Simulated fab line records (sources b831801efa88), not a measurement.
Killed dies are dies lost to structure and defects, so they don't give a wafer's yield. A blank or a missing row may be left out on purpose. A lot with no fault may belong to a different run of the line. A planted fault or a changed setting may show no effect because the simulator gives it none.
Code-filled problem report in 8D (eight disciplines) form :: flow gf180mcu :: the parts of the form that need people (team, actions taken, sign-off) are left out

== 1. WHAT WENT WRONG ==
Mean of strip_time_to_endpoint_s at GF_DUAL_GATE_STRIP_13: 13.59 s across 4 wafers in 3 lots; on wafers with no fault it is 12.61 s (standard deviation 0.033). That is +30 standard deviations from the usual mean.
The step: strips in O2/N2.
Earliest sighting: wafer L468.2 on plasma_asher-02 at day 12 10:20. The record holds 38 wafers of 13 lots with a number at this step. The rule behind "out" and "out of limits": a value lying over 4 standard deviations away from the usual mean. The rest of the wafers with a number are treated as sound.

== 2. WHAT IT IS, AND WHAT IT ISN'T ==
question: which readings at this step
is: strip_time_to_endpoint_s
is not: drypump_motor_current_A, heater_power_w, oes_product_au, platen_temp_c

question: which lots
is: L468, L469, L470
is not: L454, L455, L456, L460, L471, L472, L473, L474, L475, L476

question: which wafers of those lots
is: L468.2, L468.4, L469.2, L470.2
is not: L469.3, L469.6, L470.5, L470.6

question: read on which tools
is: plasma_asher-01, plasma_asher-02, plasma_asher-04
is not: -

question: when
is: from day 12 10:20
is not: up to then (12 sound wafers); but 22 sound wafers of L469, L470, L471, L472, L473, L474, L475, L476 came after

== 3. SUSPECTS, AND WHAT RULES EACH OUT ==
Counting: if a tool at a process step up to the reading ran every lot that is out, it stays a suspect. Sound lots after the first of them don't rule it out here, since some wafers of a struck lot are sound.
- litho_track-02 at GF_DUAL_GATE_COAT_06 (resist thk 1000 nm): kept. It ran every lot that is out, first L468 (day 12 00:27); its last sound lot up to then is L460 (day 9 10:13).
After counting, what remains is litho_track-02 at GF_DUAL_GATE_COAT_06.

== 4. THE CAUSE (what the simulator had put in) ==
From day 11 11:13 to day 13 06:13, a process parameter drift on litho_track-02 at GF_DUAL_GATE_COAT_06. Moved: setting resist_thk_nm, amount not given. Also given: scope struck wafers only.
After counting, this tool was the only one left.

== 5. SEQUENCE OF EFFECTS, ordered by route ==
Each row: a reading whose mean over the struck wafers that have a number lies more than 3 standard deviations from the usual. Scope: only readings with a usual standard deviation given in the record; hours: median across lots of the time from each lot's start at the first step in this table that gives one to its start at this step; sigmas: change in usual standard deviations.
hours: 0
step: GF_DUAL_GATE_STRIP_13
reading: strip_time_to_endpoint_s
usual: 12.61 s
on struck wafers: 13.59
change: +0.98
sigmas: +30
Its process steps:
- GF_DUAL_GATE_STRIP_13: strips in O2/N2.

== 6. WHAT WOULD HAVE CAUGHT IT SOONER ==
23 hours passed between the start of the fault at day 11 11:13 and the first reading out of limits in this record, taken at day 12 10:20.
Among the 3 lots that are out, L469, L470 began GF_DUAL_GATE_COAT_06 on litho_track-02 after day 12 10:20. A hold on the tool at that time would have spared those 2.
